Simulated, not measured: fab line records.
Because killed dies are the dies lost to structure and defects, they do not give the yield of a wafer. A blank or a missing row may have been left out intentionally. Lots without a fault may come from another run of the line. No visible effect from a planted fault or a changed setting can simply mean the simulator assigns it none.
fab line records -- flow gf180mcu
record: lots: 14, wafers: 42, last_day: 34
route steps=602 shown DNWELL@34 NWELL@53 LVPWELL@65 MVSD@77 SAB@273 CONTACT@309 V2@403
lots that met no fault: from a run of the same line without faults
start_h: start of the lot's first displayed wafer, in hours after the record's first day -- wait_h: hours elapsed since this lot's preceding step -- " as in the row above -- L1.1+2: a single row standing in for several wafers -- - value missing, or start not given -- * or withheld: withheld -- < > ~ a bound
route shown NAME@n: a module of which the file shows steps, and the number in the route of the first -- usual: mean/standard deviation of fault-free wafers -- same: alike in all rows -- chamber/n: place in a boat -- sites: readings site by site -- _std_site: the values' standard deviation -- _edge_site: mean of outer sites minus mean of inner sites -- radius_mm: how far each site lies from the wafer's centre -- mask NAME#n: copy n -- behind: the tool/chamber that last shaped the wafer -- hold: why the lot was held/for how many hours/how that ended -- device: whichever transistor did not switch (one of n, p or np) -- end of line: the route-end tests of the same wafers -- for a step that has no rows: nothing shown but its recipe -- killed: the dies lost at the first sort to structure and to defects; this is not the yield of the wafer -- map: shows each die of a wafer: x if killed, . if not, _ if none is there
set.NAME: the setting the step ran with; set.NAME@STEP: the setting that earlier step ran with -- model.NAME: the simulator's own value behind a step, which no gauge read
one table for each step of the route and one row for each wafer, over a sample of lots
services: from which hour (start_h, from the record's first day; less than 0 if before it) a tool's chamber was out of use, for how many hours, and why
== steps ==
step: GF_DNWELL_COAT_02
recipe: spin_rpm: 2000, resist_thk_nm: 3000
usual: chill_plate_temp_C: 23.01/0.11, dispense_pressure_kPa: 52/3.6
lot.wafer,tool,chamber,start_h,wait_h,chill_plate_temp_C,dispense_pressure_kPa
L628.1,litho_track-02,0,41.88,0.1,23.10,57
L628.4,litho_track-02,0,41.88,0.1,22.94,57
L628.5,litho_track-02,0,41.88,0.1,23.04,57
L630.1,litho_track-01,0,52.66,0.1,23.15,49
L630.4,litho_track-01,0,52.66,0.1,23.01,49
L630.5,litho_track-01,0,52.66,0.1,23.00,49
L639.2,litho_track-04,-,99.67,0.1,-,-
L639.3,litho_track-04,-,99.67,0.1,-,-
L639.6,litho_track-04,-,99.67,0.1,-,-
L640.1,litho_track-02,-,103.73,0.1,-,-
L640.2,litho_track-02,-,103.73,0.1,-,-
L640.6,litho_track-02,-,103.73,0.1,-,-
L641.3,litho_track-01,0,109.56,0.1,23.19,49
L641.5,litho_track-01,0,109.56,0.1,23.09,49
L641.6,litho_track-01,0,109.56,0.1,23.02,49
L642.1,litho_track-01,0,113.86,0.1,23.08,49
L642.2,litho_track-01,0,113.86,0.1,23.08,49
L642.4,litho_track-01,0,113.86,0.1,23.09,49
L643.1,litho_track-01,0,120.86,0.1,22.98,49
L643.5,litho_track-01,0,120.86,0.1,22.95,49
L643.6,litho_track-01,0,120.86,0.1,22.98,49
L644.1,litho_track-02,0,123.73,0.1,23.05,57
L644.2,litho_track-02,0,123.73,0.1,23.08,57
L644.6,litho_track-02,0,123.73,0.1,22.89,57
L645.2,litho_track-01,0,130.19,0.1,22.96,49
L645.4,litho_track-01,0,130.19,0.1,22.89,49
L645.5,litho_track-01,0,130.19,0.1,22.88,49
L646.3,litho_track-04,0,135.35,0.1,23.04,49
L646.4,litho_track-04,0,135.35,0.1,23.00,49
L646.6,litho_track-04,0,135.35,0.1,22.86,49
L647.1,litho_track-01,0,141.91,0.1,22.97,49
L647.2,litho_track-01,0,141.91,0.1,22.91,49
L647.6,litho_track-01,0,141.91,0.1,22.92,49
L648.2,litho_track-04,0,146.07,0.1,23.02,49
L648.3,litho_track-04,0,146.07,0.1,22.94,49
L648.6,litho_track-04,0,146.07,0.1,23.03,49
L649.3,litho_track-01,0,151.01,0.1,23.09,49
L649.5,litho_track-01,0,151.01,0.1,23.01,49
L649.6,litho_track-01,0,151.01,0.1,22.99,49
L650.1,litho_track-04,0,155.55,0.1,22.88,49
L650.4,litho_track-04,0,155.55,0.1,22.95,49
L650.5,litho_track-04,0,155.55,0.1,22.89,49
step: GF_NWELL_TW_MEAS_11
usual: NWELL_TW: 1569/9.4
lot.wafer,tool,chamber,start_h,wait_h,NWELL_TW
L628.1,film_metro-04,-,61.48,0.1,1566
L628.4,film_metro-04,-,61.48,0.1,1565
L628.5,film_metro-04,-,61.48,0.1,1557
L630.1,film_metro-03,-,72.83,0.1,1574
L630.4,film_metro-03,-,72.83,0.1,1566
L630.5,film_metro-03,-,72.83,0.1,1565
L639.2,film_metro-03,-,122.59,0.1,1828
L639.3,film_metro-03,-,122.59,0.1,1828
L639.6,film_metro-03,-,122.59,0.1,1828
L640.1,film_metro-04,-,126.73,0.1,1821
L640.2,film_metro-04,-,126.73,0.1,1832
L640.6,film_metro-04,-,126.73,0.1,1835
L641.3,film_metro-02,-,131.63,0.1,1581
L641.5,film_metro-02,-,131.63,0.1,1590
L641.6,film_metro-02,-,131.63,0.1,1590
L642.1,film_metro-04,-,137.21,0.1,1561
L642.2,film_metro-04,-,137.21,0.1,1574
L642.4,film_metro-04,-,137.21,0.1,1569
L643.1,film_metro-02,-,144.82,0.1,1578
L643.5,film_metro-02,-,144.82,0.1,1591
L643.6,film_metro-02,-,144.82,0.1,1588
L644.1,film_metro-02,-,148.21,0.1,1574
L644.2,film_metro-02,-,148.21,0.1,1584
L644.6,film_metro-02,-,148.21,0.1,1584
L645.2,film_metro-03,-,154.33,0.1,1577
L645.4,film_metro-03,-,154.33,0.1,1563
L645.5,film_metro-03,-,154.33,0.1,1565
L646.3,film_metro-03,-,159.43,0.1,1575
L646.4,film_metro-03,-,159.43,0.1,1573
L646.6,film_metro-03,-,159.43,0.1,1578
L647.1,film_metro-04,-,166.46,0.1,1581
L647.2,film_metro-04,-,166.46,0.1,1572
L647.6,film_metro-04,-,166.46,0.1,1570
L648.2,film_metro-04,-,170.83,0.1,1566
L648.3,film_metro-04,-,170.83,0.1,1568
L648.6,film_metro-04,-,170.83,0.1,1570
L649.3,film_metro-03,-,174.94,0.1,1565
L649.5,film_metro-03,-,174.94,0.1,1566
L649.6,film_metro-03,-,174.94,0.1,1569
L650.1,film_metro-04,-,179.43,0.1,1564
L650.4,film_metro-04,-,179.43,0.1,1564
L650.5,film_metro-04,-,179.43,0.1,1555
step: GF_LVPWELL_TW_MEAS_11
usual: LVPWELL_TW: 558/3.4
lot.wafer,tool,chamber,start_h,wait_h,LVPWELL_TW
L628.1,film_metro-02,-,74.81,0.1,563
L628.4,film_metro-02,-,74.81,0.1,562
L628.5,film_metro-02,-,74.81,0.1,566
L630.1,film_metro-02,-,86.30,0.1,561
L630.4,film_metro-02,-,86.30,0.1,563
L630.5,film_metro-02,-,86.30,0.1,559
L639.2,film_metro-02,-,138.29,0.1,1395
L639.3,film_metro-02,-,138.29,0.1,1398
L639.6,film_metro-02,-,138.29,0.1,1392
L640.1,film_metro-02,-,142.01,0.1,1392
L640.2,film_metro-02,-,142.01,0.1,1388
L640.6,film_metro-02,-,142.01,0.1,1389
L641.3,film_metro-04,-,147.88,0.1,554
L641.5,film_metro-04,-,147.88,0.1,557
L641.6,film_metro-04,-,147.88,0.1,557
L642.1,film_metro-04,-,153.58,0.1,557
L642.2,film_metro-04,-,153.58,0.1,558
L642.4,film_metro-04,-,153.58,0.1,558
L643.1,film_metro-04,-,160.85,0.1,558
L643.5,film_metro-04,-,160.85,0.1,556
L643.6,film_metro-04,-,160.85,0.1,558
L644.1,film_metro-04,-,164.45,0.1,559
L644.2,film_metro-04,-,164.45,0.1,556
L644.6,film_metro-04,-,164.45,0.1,559
L645.2,film_metro-04,-,170.16,0.1,556
L645.4,film_metro-04,-,170.16,0.1,558
L645.5,film_metro-04,-,170.16,0.1,557
L646.3,film_metro-02,-,175.08,0.1,565
L646.4,film_metro-02,-,175.08,0.1,566
L646.6,film_metro-02,-,175.08,0.1,566
L647.1,film_metro-04,-,182.35,0.1,558
L647.2,film_metro-04,-,182.35,0.1,556
L647.6,film_metro-04,-,182.35,0.1,559
L648.2,film_metro-04,-,186.77,0.1,557
L648.3,film_metro-04,-,186.77,0.1,553
L648.6,film_metro-04,-,186.77,0.1,557
L649.3,film_metro-02,-,192.03,0.1,559
L649.5,film_metro-02,-,192.03,0.1,556
L649.6,film_metro-02,-,192.03,0.1,556
L650.1,film_metro-02,-,197.15,0.1,556
L650.4,film_metro-02,-,197.15,0.1,560
L650.5,film_metro-02,-,197.15,0.1,557
step: GF_MVSD_TW_MEAS_11
usual: MVSD_TW: 1576/10
lot.wafer,tool,chamber,start_h,wait_h,MVSD_TW
L628.1,film_metro-04,-,89.14,0.2,1570
L628.4,film_metro-04,-,89.14,0.2,1568
L628.5,film_metro-04,-,89.14,0.2,1563
L630.1,film_metro-02,-,100.47,0.1,1591
L630.4,film_metro-02,-,100.47,0.1,1588
L630.5,film_metro-02,-,100.47,0.1,1596
L639.2,film_metro-04,-,154.36,0.1,1844
L639.3,film_metro-04,-,154.36,0.1,1836
L639.6,film_metro-04,-,154.36,0.1,1835
L640.1,film_metro-04,-,158.46,0.1,1835
L640.2,film_metro-04,-,158.46,0.1,1835
L640.6,film_metro-04,-,158.46,0.1,1834
L641.3,film_metro-02,-,164.09,0.1,1598
L641.5,film_metro-02,-,164.09,0.1,1596
L641.6,film_metro-02,-,164.09,0.1,1590
L642.1,film_metro-03,-,169.41,0.1,1558
L642.2,film_metro-03,-,169.41,0.1,1575
L642.4,film_metro-03,-,169.41,0.1,1569
L643.1,film_metro-04,-,176.02,0.1,1570
L643.5,film_metro-04,-,176.02,0.1,1562
L643.6,film_metro-04,-,176.02,0.1,1559
L644.1,film_metro-02,-,181.26,0.1,1594
L644.2,film_metro-02,-,181.26,0.1,1594
L644.6,film_metro-02,-,181.26,0.1,1590
L645.2,film_metro-03,-,186.76,0.1,1566
L645.4,film_metro-03,-,186.76,0.1,1564
L645.5,film_metro-03,-,186.76,0.1,1555
L646.3,film_metro-03,-,191.94,0.1,1571
L646.4,film_metro-03,-,191.94,0.1,1574
L646.6,film_metro-03,-,191.94,0.1,1569
L647.1,film_metro-03,-,200.17,0.1,1576
L647.2,film_metro-03,-,200.17,0.1,1573
L647.6,film_metro-03,-,200.17,0.1,1581
L648.2,film_metro-03,-,204.41,0.1,1579
L648.3,film_metro-03,-,204.41,0.1,1574
L648.6,film_metro-03,-,204.41,0.1,1568
L649.3,film_metro-02,-,209.67,0.1,1573
L649.5,film_metro-02,-,209.67,0.1,1569
L649.6,film_metro-02,-,209.67,0.1,1582
L650.1,film_metro-03,-,214.87,0.1,1572
L650.4,film_metro-03,-,214.87,0.1,1583
L650.5,film_metro-03,-,214.87,0.1,1580
step: GF_SAB_CD_MEAS_09
recipe: target_cd_nm: 420
usual: cd_nm: 420.2/2.6
lot.wafer,tool,chamber,start_h,wait_h,cd_nm
L628.1,cd_sem-01,-,351.36,0.1,421.3
L628.4,cd_sem-01,-,351.36,0.1,421.9
L628.5,cd_sem-01,-,351.36,0.1,420.3
L630.1,cd_sem-02,-,368.05,0.2,421.0
L630.4,cd_sem-02,-,368.05,0.2,421.7
L630.5,cd_sem-02,-,368.05,0.2,418.4
L639.2,cd_sem-01,-,450.09,0.1,421.3
L639.3,cd_sem-01,-,450.09,0.1,421.5
L639.6,cd_sem-01,-,450.09,0.1,421.8
L640.1,cd_sem-01,-,452.96,0.1,418.1
L640.2,cd_sem-01,-,452.96,0.1,419.3
L640.6,cd_sem-01,-,452.96,0.1,418.1
L641.3,cd_sem-02,-,462.10,0.1,418.4
L641.5,cd_sem-02,-,462.10,0.1,416.6
L641.6,cd_sem-02,-,462.10,0.1,418.1
L642.1,cd_sem-01,-,467.17,0.1,423.8
L642.2,cd_sem-01,-,467.17,0.1,423.8
L642.4,cd_sem-01,-,467.17,0.1,425.6
L643.1,cd_sem-02,-,480.26,0.1,421.8
L643.5,cd_sem-02,-,480.26,0.1,421.2
L643.6,cd_sem-02,-,480.26,0.1,422.9
L644.1,cd_sem-02,-,486.22,0.1,418.4
L644.2,cd_sem-02,-,486.22,0.1,419.1
L644.6,cd_sem-02,-,486.22,0.1,418.1
L645.2,cd_sem-02,-,493.19,0.1,418.2
L645.4,cd_sem-02,-,493.19,0.1,418.0
L645.5,cd_sem-02,-,493.19,0.1,417.5
L646.3,cd_sem-01,-,502.97,0.1,424.4
L646.4,cd_sem-01,-,502.97,0.1,424.4
L646.6,cd_sem-01,-,502.97,0.1,425.7
L647.1,cd_sem-01,-,512.83,0.1,423.9
L647.2,cd_sem-01,-,512.83,0.1,423.5
L647.6,cd_sem-01,-,512.83,0.1,424.0
L648.2,cd_sem-01,-,521.19,0.1,421.2
L648.3,cd_sem-01,-,521.19,0.1,420.8
L648.6,cd_sem-01,-,521.19,0.1,422.0
L649.3,cd_sem-02,-,528.96,0.1,421.5
L649.5,cd_sem-02,-,528.96,0.1,417.2
L649.6,cd_sem-02,-,528.96,0.1,419.3
L650.1,cd_sem-01,-,530.42,0.1,419.0
L650.4,cd_sem-01,-,530.42,0.1,419.2
L650.5,cd_sem-01,-,530.42,0.1,419.4
step: GF_CONTACT_SPUTTER_22
recipe: material: Ti, target_thk_nm: 15, chamber_pressure_pa: 5, power_w: 2500, substrate_temp_c: 200, time_s: 80.02
usual: substrate_temp_c: 199.98/0.17, throttle_valve_pct: 29.8/0.98
lot.wafer,tool,chamber,start_h,wait_h,substrate_temp_c,throttle_valve_pct
L628.1,pvd_sputter-03,-,375.86,0.0,199.95,30.5
L628.4,pvd_sputter-03,-,375.86,0.0,199.88,29.8
L628.5,pvd_sputter-03,-,375.86,0.0,200.23,30.6
L630.1,pvd_sputter-03,-,392.37,0.0,200.12,29.8
L630.4,pvd_sputter-03,-,392.37,0.0,200.23,29.7
L630.5,pvd_sputter-03,-,392.37,0.0,199.89,29.7
L639.2,pvd_sputter-02,-,476.38,0.0,200.06,28.4
L639.3,pvd_sputter-02,-,476.38,0.0,199.87,31.8
L639.6,pvd_sputter-02,-,476.38,0.0,200.04,28.7
L640.1,pvd_sputter-02,-,479.27,0.0,199.74,31.6
L640.2,pvd_sputter-02,-,479.27,0.0,199.86,31.6
L640.6,pvd_sputter-02,-,479.27,0.0,199.99,31.7
L641.3,pvd_sputter-04,-,488.44,0.0,199.96,29.6
L641.5,pvd_sputter-04,-,488.44,0.0,199.90,29.9
L641.6,pvd_sputter-04,-,488.44,0.0,199.99,29.8
L642.1,pvd_sputter-04,-,493.28,0.0,200.05,29.7
L642.2,pvd_sputter-04,-,493.28,0.0,200.04,29.7
L642.4,pvd_sputter-04,-,493.28,0.0,199.89,29.6
L643.1,pvd_sputter-03,-,505.74,0.0,199.90,30.4
L643.5,pvd_sputter-03,-,505.74,0.0,199.99,30.0
L643.6,pvd_sputter-03,-,505.74,0.0,199.94,28.1
L644.1,pvd_sputter-04,-,511.93,0.0,200.08,29.8
L644.2,pvd_sputter-04,-,511.93,0.0,200.28,30.0
L644.6,pvd_sputter-04,-,511.93,0.0,200.01,29.7
L645.2,pvd_sputter-04,-,518.48,0.0,200.12,29.5
L645.4,pvd_sputter-04,-,518.48,0.0,200.13,28.9
L645.5,pvd_sputter-04,-,518.48,0.0,199.87,29.6
L646.3,pvd_sputter-04,-,527.85,0.0,200.06,29.7
L646.4,pvd_sputter-04,-,527.85,0.0,199.87,29.2
L646.6,pvd_sputter-04,-,527.85,0.0,200.10,29.5
L647.1,pvd_sputter-03,-,538.02,0.0,200.21,29.9
L647.2,pvd_sputter-03,-,538.02,0.0,199.99,28.4
L647.6,pvd_sputter-03,-,538.02,0.0,199.85,28.7
L648.2,pvd_sputter-02,-,546.17,0.0,199.90,30.5
L648.3,pvd_sputter-02,-,546.17,0.0,200.18,31.9
L648.6,pvd_sputter-02,-,546.17,0.0,199.92,28.4
L649.3,pvd_sputter-02,-,554.19,0.0,199.75,31.9
L649.5,pvd_sputter-02,-,554.19,0.0,199.74,30.3
L649.6,pvd_sputter-02,-,554.19,0.0,199.66,31.8
L650.1,pvd_sputter-02,-,555.26,0.0,200.03,28.4
L650.4,pvd_sputter-02,-,555.26,0.0,199.71,30.4
L650.5,pvd_sputter-02,-,555.26,0.0,199.91,28.5
step: GF_V2_SPUTTER_21
recipe: material: Ti, target_thk_nm: 15, chamber_pressure_pa: 5, power_w: 2500, substrate_temp_c: 200, time_s: 80.02
usual: substrate_temp_c: 200.02/0.17, throttle_valve_pct: 29.8/0.94
lot.wafer,tool,chamber,start_h,wait_h,substrate_temp_c,throttle_valve_pct
L628.1,pvd_sputter-04,-,478.86,0.0,199.84,29.0
L628.4,pvd_sputter-04,-,478.86,0.0,199.80,29.7
L628.5,pvd_sputter-04,-,478.86,0.0,200.02,29.4
L630.1,pvd_sputter-04,-,494.99,0.0,200.11,29.0
L630.4,pvd_sputter-04,-,494.99,0.0,199.65,29.7
L630.5,pvd_sputter-04,-,494.99,0.0,199.67,29.6
L639.2,pvd_sputter-02,-,573.92,0.0,200.00,30.4
L639.3,pvd_sputter-02,-,573.92,0.0,200.23,31.2
L639.6,pvd_sputter-02,-,573.92,0.0,200.17,28.5
L640.1,pvd_sputter-04,-,577.37,0.0,199.83,29.6
L640.2,pvd_sputter-04,-,577.37,0.0,200.03,29.5
L640.6,pvd_sputter-04,-,577.37,0.0,200.18,29.7
L641.3,pvd_sputter-03,-,584.89,0.0,199.96,28.5
L641.5,pvd_sputter-03,-,584.89,0.0,199.88,29.6
L641.6,pvd_sputter-03,-,584.89,0.0,200.40,29.9
L642.1,pvd_sputter-03,-,590.17,0.0,200.09,29.8
L642.2,pvd_sputter-03,-,590.17,0.0,199.91,28.2
L642.4,pvd_sputter-03,-,590.17,0.0,200.04,30.8
L643.1,pvd_sputter-04,-,600.25,0.0,199.90,29.6
L643.5,pvd_sputter-04,-,600.25,0.0,199.90,29.8
L643.6,pvd_sputter-04,-,600.25,0.0,200.50,29.9
L644.1,pvd_sputter-02,-,606.23,0.0,200.09,28.6
L644.2,pvd_sputter-02,-,606.23,0.0,200.05,30.3
L644.6,pvd_sputter-02,-,606.23,0.0,199.92,31.8
L645.2,pvd_sputter-04,-,611.03,0.0,200.21,29.7
L645.4,pvd_sputter-04,-,611.03,0.0,200.33,29.6
L645.5,pvd_sputter-04,-,611.03,0.0,199.89,29.0
L646.3,pvd_sputter-02,-,620.79,0.0,199.92,28.3
L646.4,pvd_sputter-02,-,620.79,0.0,200.13,28.7
L646.6,pvd_sputter-02,-,620.79,0.0,199.85,30.7
L647.1,pvd_sputter-04,-,630.53,0.0,200.07,29.8
L647.2,pvd_sputter-04,-,630.53,0.0,200.04,29.7
L647.6,pvd_sputter-04,-,630.53,0.0,199.86,29.8
L648.2,pvd_sputter-03,-,637.62,0.0,199.81,29.5
L648.3,pvd_sputter-03,-,637.62,0.0,199.99,30.2
L648.6,pvd_sputter-03,-,637.62,0.0,200.00,28.3
L649.3,pvd_sputter-03,-,644.72,0.0,199.97,29.7
L649.5,pvd_sputter-03,-,644.72,0.0,200.20,29.6
L649.6,pvd_sputter-03,-,644.72,0.0,200.16,30.5
L650.1,pvd_sputter-03,-,645.39,0.0,199.75,28.4
L650.4,pvd_sputter-03,-,645.39,0.0,200.19,30.5
L650.5,pvd_sputter-03,-,645.39,0.0,200.20,28.3
== services ==
tool,chamber,start_h,hours,kind
pvd_sputter-04,-,34.65,5.2,repair
pvd_sputter-02,-,74.42,1.4,repair
pvd_sputter-04,3,79.38,-,consumable_replace:kit
pvd_sputter-04,3,79.38,18.0,scheduled_down
pvd_sputter-04,3,79.38,18.0,vent_cycle
pvd_sputter-02,2,92.35,-,consumable_replace:kit
pvd_sputter-03,-,115.14,4.9,repair
pvd_sputter-04,-,227.09,3.8,repair
pvd_sputter-02,-,249.11,5.3,repair
pvd_sputter-04,-,291.22,4.2,repair
pvd_sputter-02,-,349.15,0.5,repair
pvd_sputter-02,-,376.27,3.3,repair
pvd_sputter-02,-,395.47,3.2,repair
pvd_sputter-02,-,410.25,1.6,repair
pvd_sputter-03,1,455.98,-,consumable_replace:kit
pvd_sputter-03,1,455.98,18.0,scheduled_down
pvd_sputter-03,1,455.98,18.0,vent_cycle
pvd_sputter-03,-,484.68,16.4,repair
pvd_sputter-02,-,518.31,2.4,repair
pvd_sputter-03,-,544.55,9.9,repair
pvd_sputter-04,2,581.52,-,consumable_replace:kit
pvd_sputter-04,2,581.52,18.0,scheduled_down
pvd_sputter-04,2,581.52,18.0,vent_cycle
pvd_sputter-02,-,643.24,2.2,repair
== key ==
first_sign: step: GF_DNWELL_COAT_02, reading: tool_record, direction: missing
effect: step: GF_NWELL_TW_MEAS_11, reading: NWELL_TW, direction: up, sigmas: 28, usual: 1569, struck: 1829
effect: step: GF_LVPWELL_TW_MEAS_11, reading: LVPWELL_TW, direction: up, sigmas: 99+, usual: 558, struck: 1392
effect: step: GF_MVSD_TW_MEAS_11, reading: MVSD_TW, direction: up, sigmas: 26, usual: 1576, struck: 1836
met_at GF_DNWELL_COAT_02
struck_lots L639,L640
sort_left_out L639.2,L639.3,L639.6,L640.1,L640.2,L640.6
tester_left_out L639,L640
not_acting_at GF_SAB_CD_MEAS_09,GF_CONTACT_SPUTTER_22,GF_V2_SPUTTER_21
onset_between 41.88 99.67
fault: kind: skipped_step_whole, tool: litho_track-02,litho_track-04, chamber: -, onset_h: 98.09, steps: GF_DNWELL_COAT_02, scope: struck_lots_only
tester_left_out: of these lots the tester's yield and bins aren't shown, on N5 and GAA mostly nor the transistor test; their killed dies are dies lost to structure and defects alone, not to doping, threshold or leakage, so they don't give the yield
sort_left_out: the simulated sort isn't trusted on such a fault, so these wafers' sort isn't shown, and their yield isn't known
